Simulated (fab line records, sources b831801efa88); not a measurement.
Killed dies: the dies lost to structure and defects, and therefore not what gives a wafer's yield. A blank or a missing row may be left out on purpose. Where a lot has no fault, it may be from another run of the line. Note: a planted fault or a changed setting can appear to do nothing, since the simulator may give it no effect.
The tool behind it: which one? :: flow gf180mcu :: 12 lots with 36 wafers sampled at 6 steps, on a route of 602 steps

## WHAT THE GAUGES SHOWED, per wafer
GF_STI_THK_MEAS_04.
lot: L174
measured: day 1 16:38
on: film metro-01
STI_CVD_03_THK (nm): 208.0 206.4 205.9

lot: L175
measured: day 1 19:37
on: film metro-03
STI_CVD_03_THK (nm): 209.2 206.5 207.5

lot: L178
measured: day 2 09:45
on: film metro-02
STI_CVD_03_THK (nm): 208.6 209.3 209.0

lot: L181
measured: day 3 00:34
on: film metro-02
STI_CVD_03_THK (nm): 204.0 203.9 203.3

lot: L182
measured: day 3 05:38
on: film metro-02
STI_CVD_03_THK (nm): 203.0 204.1 205.1

lot: L183
measured: day 3 10:43
on: film metro-02
STI_CVD_03_THK (nm): 208.5 209.6 208.9

lot: L184
measured: day 3 15:52
on: film metro-02
STI_CVD_03_THK (nm): 208.3 207.9 205.7

lot: L185
measured: day 3 21:07
on: film metro-03
STI_CVD_03_THK (nm): 207.0 205.9 207.4

lot: L186
measured: day 4 01:35
on: film metro-02
STI_CVD_03_THK (nm): 210.0 210.6 209.4

lot: L194
measured: day 5 19:49
on: film metro-01
STI_CVD_03_THK (nm): 207.6 207.9 209.0

lot: L196
measured: day 6 05:11
on: film metro-02
STI_CVD_03_THK (nm): 203.8 204.4 205.9

lot: L197
measured: day 6 08:34
on: film metro-02
STI_CVD_03_THK (nm): 210.4 208.9 208.3

GF_VT_IMPLANT_OVL_MEAS_07.
lot: L174
measured: day 5 17:29
on: overlay-01
VT_IMPLANT_OVL (nm): -1.6 -0.2 -1.3

lot: L175
measured: day 5 22:08
on: overlay-02
VT_IMPLANT_OVL (nm): -2.5 0.5 -1.3

lot: L178
measured: day 6 15:22
on: overlay-02
VT_IMPLANT_OVL (nm): -0.3 -2.0 -1.5

lot: L181
measured: day 7 08:54
on: overlay-02
VT_IMPLANT_OVL (nm): 0.6 1.7 2.4

lot: L182
measured: day 7 16:06
on: overlay-01
VT_IMPLANT_OVL (nm): -1.8 -1.7 -0.6

lot: L183
measured: day 7 21:16
on: overlay-02
VT_IMPLANT_OVL (nm): 0.5 2.1 0.9

lot: L184
measured: day 8 01:55
on: overlay-02
VT_IMPLANT_OVL (nm): -0.1 0.5 1.7

lot: L185
measured: day 8 12:18
on: overlay-01
VT_IMPLANT_OVL (nm): -0.6 -1.0 -0.9

lot: L186
measured: day 8 16:49
on: overlay-02
VT_IMPLANT_OVL (nm): 0.3 -1.5 0.7

lot: L194
measured: day 10 19:23
on: overlay-01
VT_IMPLANT_OVL (nm): -0.9 1.5 0.2

lot: L196
measured: day 11 08:56
on: overlay-01
VT_IMPLANT_OVL (nm): -0.2 -1.6 -2.0

lot: L197
measured: day 11 14:45
on: overlay-01
VT_IMPLANT_OVL (nm): -1.2 -3.0 -3.2

GF_HV_LDD_CD_MEAS_46: target cd 400 nm.
lot: L174
measured: day 12 11:32
on: cd sem-02
cd nm (nm): 401.7 402.6 402.5

lot: L175
measured: day 12 16:35
on: cd sem-02
cd nm (nm): 399.8 398.7 398.4

lot: L178
measured: day 13 12:46
on: cd sem-01
cd nm (nm): 396.0 396.6 398.6

lot: L181
measured: day 14 14:51
on: cd sem-01
cd nm (nm): 398.8 399.7 399.9

lot: L182
measured: day 15 00:55
on: cd sem-01
cd nm (nm): 399.4 401.7 400.6

lot: L183
measured: day 15 09:58
on: cd sem-01
cd nm (nm): 405.7 404.1 404.7

lot: L184
measured: day 15 16:31
on: cd sem-01
cd nm (nm): 398.9 399.0 400.6

lot: L185
measured: day 16 07:19
on: cd sem-01
cd nm (nm): 408.8 407.4 406.2

lot: L186
measured: day 16 07:04
on: cd sem-02
cd nm (nm): 411.2 410.6 411.4

lot: L194
measured: day 19 03:49
on: cd sem-01
cd nm (nm): 399.6 397.5 402.6

lot: L196
measured: day 20 00:50
on: cd sem-02
cd nm (nm): 397.8 397.8 398.6

lot: L197
measured: day 20 03:34
on: cd sem-02
cd nm (nm): 400.0 399.6 401.4

GF_HV_LDD_THK_MEAS_57.
lot: L174
measured: day 12 14:44
on: film metro-02
HV_LDD_CVD_56_THK (nm): 90.2 91.1 89.5

lot: L175
measured: day 12 19:47
on: film metro-02
HV_LDD_CVD_56_THK (nm): 89.5 90.5 90.1

lot: L178
measured: day 13 16:03
on: film metro-04
HV_LDD_CVD_56_THK (nm): 91.0 91.3 91.4

lot: L181
measured: day 14 18:06
on: film metro-04
HV_LDD_CVD_56_THK (nm): 90.8 91.0 89.9

lot: L182
measured: day 15 04:08
on: film metro-02
HV_LDD_CVD_56_THK (nm): 90.2 90.1 88.5

lot: L183
measured: day 15 13:10
on: film metro-02
HV_LDD_CVD_56_THK (nm): 90.2 90.1 90.0

lot: L184
measured: day 15 19:44
on: film metro-04
HV_LDD_CVD_56_THK (nm): 90.7 90.5 91.1

lot: L185
measured: day 16 11:19
on: film metro-01
HV_LDD_CVD_56_THK (nm): 89.7 89.6 89.5

lot: L186
measured: day 16 11:17
on: film metro-04
HV_LDD_CVD_56_THK (nm): 91.0 90.6 90.8

lot: L194
measured: day 19 07:01
on: film metro-01
HV_LDD_CVD_56_THK (nm): 89.2 89.4 88.6

lot: L196
measured: day 20 04:02
on: film metro-02
HV_LDD_CVD_56_THK (nm): 90.5 90.9 91.0

lot: L197
measured: day 20 07:44
on: film metro-02
HV_LDD_CVD_56_THK (nm): 90.0 89.5 90.0

## EACH LOT AND THE TOOL THAT RAN IT (in order: tool; ch and the chambers of the sampled wafers; start)
lot: L174
GF_HV_LDD_COAT_41: litho track-04 ch 0, day 12 01:52
GF_HV_LDD_STRIP_49: plasma asher-04 ch 0,1, day 12 11:50

lot: L175
GF_HV_LDD_COAT_41: litho track-03 ch 0, day 12 06:50
GF_HV_LDD_STRIP_49: plasma asher-01 ch 0,1, day 12 16:52

lot: L178
GF_HV_LDD_COAT_41: litho track-03 ch 0, day 13 02:58
GF_HV_LDD_STRIP_49: plasma asher-04 ch 0,1, day 13 13:04

lot: L181
GF_HV_LDD_COAT_41: litho track-03 ch 0, day 14 04:22
GF_HV_LDD_STRIP_49: plasma asher-01 ch 0,1, day 14 15:09

lot: L182
GF_HV_LDD_COAT_41: litho track-02 ch 0, day 14 14:15
GF_HV_LDD_STRIP_49: plasma asher-03 ch 0,1, day 15 01:14

lot: L183
GF_HV_LDD_COAT_41: litho track-02 ch 0, day 14 23:25
GF_HV_LDD_STRIP_49: plasma asher-01 ch 0,1, day 15 10:15

lot: L184
GF_HV_LDD_COAT_41: litho track-04 ch 0, day 15 05:55
GF_HV_LDD_STRIP_49: plasma asher-01 ch 0,1, day 15 16:49

lot: L185
GF_HV_LDD_COAT_41: litho track-02 ch 0, day 15 20:48
GF_HV_LDD_STRIP_49: plasma asher-04 ch 0,1, day 16 07:38

lot: L186
GF_HV_LDD_COAT_41: litho track-02 ch 0, day 15 20:15
GF_HV_LDD_STRIP_49: plasma asher-03 ch 0,1, day 16 07:22

lot: L194
GF_HV_LDD_COAT_41: litho track-02 ch 0, day 18 15:31
GF_HV_LDD_STRIP_49: plasma asher-03 ch 0,1, day 19 04:06

lot: L196
GF_HV_LDD_COAT_41: litho track-04 ch 0, day 19 12:44
GF_HV_LDD_STRIP_49: plasma asher-04 ch 0,1, day 20 01:07

lot: L197
GF_HV_LDD_COAT_41: litho track-04 ch 0, day 19 15:16
GF_HV_LDD_STRIP_49: plasma asher-03 ch 0,1, day 20 03:52
- GF_HV_LDD_COAT_41: resist thk 1000 nm.
- GF_HV_LDD_STRIP_49: strips in O2/N2.

## AS READ BY THE TOOLS THEMSELVES (means over the sampled wafers that have a number; for cases with no such wafer, the mark the record gives instead)
GF_HV_LDD_COAT_41.
lot: L174
tool: litho track-04
resist line temp C (C): 23.08
spin speed rpm (rpm): 3000.5

lot: L175
tool: litho track-03
resist line temp C (C): 22.92
spin speed rpm (rpm): 2999.7

lot: L178
tool: litho track-03
resist line temp C (C): 23.10
spin speed rpm (rpm): 3002.3

lot: L181
tool: litho track-03
resist line temp C (C): 22.94
spin speed rpm (rpm): 2999.7

lot: L182
tool: litho track-02
resist line temp C (C): 22.87
spin speed rpm (rpm): 2998.5

lot: L183
tool: litho track-02
resist line temp C (C): 22.96
spin speed rpm (rpm): 3002.6

lot: L184
tool: litho track-04
resist line temp C (C): 23.17
spin speed rpm (rpm): 2997.5

lot: L185
tool: litho track-02
resist line temp C (C): 22.94
spin speed rpm (rpm): 3628.5

lot: L186
tool: litho track-02
resist line temp C (C): 23.10
spin speed rpm (rpm): 3629.7

lot: L194
tool: litho track-02
resist line temp C (C): 23.10
spin speed rpm (rpm): 3001.6

lot: L196
tool: litho track-04
resist line temp C (C): 23.06
spin speed rpm (rpm): 3000.3

lot: L197
tool: litho track-04
resist line temp C (C): 23.10
spin speed rpm (rpm): 2999.6

GF_HV_LDD_STRIP_49.
lot: L174
tool: plasma asher-04
drypump motor current A (A): 5.76
heater power w (W): 367
oes product au (a.u.): 0.721
platen temp c (C): 250.10
strip time to endpoint s (s): 12.64

lot: L175
tool: plasma asher-01
drypump motor current A (A): 6.09
heater power w (W): 374
oes product au (a.u.): 0.710
platen temp c (C): 250.03
strip time to endpoint s (s): 12.61

lot: L178
tool: plasma asher-04
drypump motor current A (A): 5.95
heater power w (W): 382
oes product au (a.u.): 0.712
platen temp c (C): 249.93
strip time to endpoint s (s): 12.57

lot: L181
tool: plasma asher-01
drypump motor current A (A): 6.19
heater power w (W): 369
oes product au (a.u.): 0.714
platen temp c (C): 250.12
strip time to endpoint s (s): 12.73

lot: L182
tool: plasma asher-03
drypump motor current A (A): 5.90
heater power w (W): 355
oes product au (a.u.): 0.721
platen temp c (C): 249.98
strip time to endpoint s (s): 12.68

lot: L183
tool: plasma asher-01
drypump motor current A (A): 6.17
heater power w (W): 365
oes product au (a.u.): 0.715
platen temp c (C): 250.13
strip time to endpoint s (s): 12.62

lot: L184
tool: plasma asher-01
drypump motor current A (A): 6.19
heater power w (W): 364
oes product au (a.u.): 0.720
platen temp c (C): 249.85
strip time to endpoint s (s): 12.60

lot: L185
tool: plasma asher-04
drypump motor current A (A): 5.95
heater power w (W): 377
oes product au (a.u.): 0.716
platen temp c (C): 249.99
strip time to endpoint s (s): 11.57

lot: L186
tool: plasma asher-03
drypump motor current A (A): 6.07
heater power w (W): 356
oes product au (a.u.): 0.715
platen temp c (C): 249.83
strip time to endpoint s (s): 11.54

lot: L194
tool: plasma asher-03
drypump motor current A (A): 6.07
heater power w (W): 350
oes product au (a.u.): 0.717
platen temp c (C): 250.10
strip time to endpoint s (s): 12.61

lot: L196
tool: plasma asher-04
drypump motor current A (A): 5.76
heater power w (W): 370
oes product au (a.u.): 0.718
platen temp c (C): 249.81
strip time to endpoint s (s): 12.64

lot: L197
tool: plasma asher-03
drypump motor current A (A): 6.09
heater power w (W): 357
oes product au (a.u.): 0.715
platen temp c (C): 249.77
strip time to endpoint s (s): 12.69

## THE ANSWER, worked out from the rows above alone
Rule: the usual values come from the lots themselves. The widest of any qualifying gaps counts: lots, ordered by their means at a reading, are off when they make up no more than a third of the lots, leave a main group of 4 or more, and stand apart from it by 3 or more times the standard deviation of that group's means. A main group is skipped when, at the precision printed for the reading in the tables above, its means are all equal. Also off: a lot with no number at a reading for which 4 or more lots have one. Where the step has rows for the other lots, those lots are counted as sound. Order of review: gauges by route order, followed by the tools' own readings, for which a lot's mean as printed above is used. At the first step where some lot is off, the reading lying furthest off is the one used; lots without a number count as furthest.
Off: L185, L186, at GF_HV_LDD_COAT_41 (spin speed rpm). The main group: mean 3000.2 rpm, standard deviation 1.5.
If a tool, at that step or one of the process steps before it, ran each lot that is off and ran no sound lot following the first of them, it fits. Not one of the candidates tried fits.

## WHAT THE SIMULATOR PUT IN
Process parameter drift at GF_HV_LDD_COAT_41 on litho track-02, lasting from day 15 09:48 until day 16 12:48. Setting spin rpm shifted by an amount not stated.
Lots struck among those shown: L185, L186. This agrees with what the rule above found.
